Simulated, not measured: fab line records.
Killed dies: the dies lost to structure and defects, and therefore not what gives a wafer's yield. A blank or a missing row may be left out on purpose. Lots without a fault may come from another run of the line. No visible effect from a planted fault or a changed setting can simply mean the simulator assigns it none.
Chamber matching | flow sfq_line | SFQ_TRILAYER_I6_CMP_CMP_166 on cmp-01: 4 sister chambers
The step polishes SiO2. 4 wafers are shown with their chamber, then 6 later ones without.

## WAFERS WITH THEIR CHAMBER
wafer  | chamber | motor_current_A (A)
L209.3 | 1       | 8.4
L209.5 | 2       | 10.2
L210.3 | 3       | 11.6
L210.4 | 0       | 11.1

## WAFERS MISSING THEIR CHAMBER
wafer  | motor_current_A (A)
L210.6 | 9.7
L215.6 | 11.5
L216.1 | 11.2
L216.2 | 10.1
L217.2 | 11.2
L217.6 | 10.1

## THE CHAMBER EACH PASSED THROUGH
wafer  | from the rows above     | in truth
L210.6 | 2                       | 2
L215.6 | can't be placed: 3 or 0 | 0
L216.1 | can't be placed: 0 or 3 | 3
L216.2 | 2                       | 2
L217.2 | can't be placed: 0 or 3 | 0
L217.6 | 2                       | 2
Correctly placed: 3 of 6. Not placeable from these rows: 3 (in 3, the candidates include the true chamber). Placed wrongly: 0.
How it was worked out, from the rows above alone: a wafer's distance from a chamber is the root of the sum, over the readings, of the square of ((its reading less the chamber's mean) divided by the reading's scatter). If the next closest chamber is less than 2 further off than the closest, the wafer can't be placed; otherwise it belongs to the closest. The mean given for a chamber averages the wafers shown for that chamber. The scatter: root of mean squared gap, hidden wafer to nearest shown wafer, with one shown wafer a chamber.
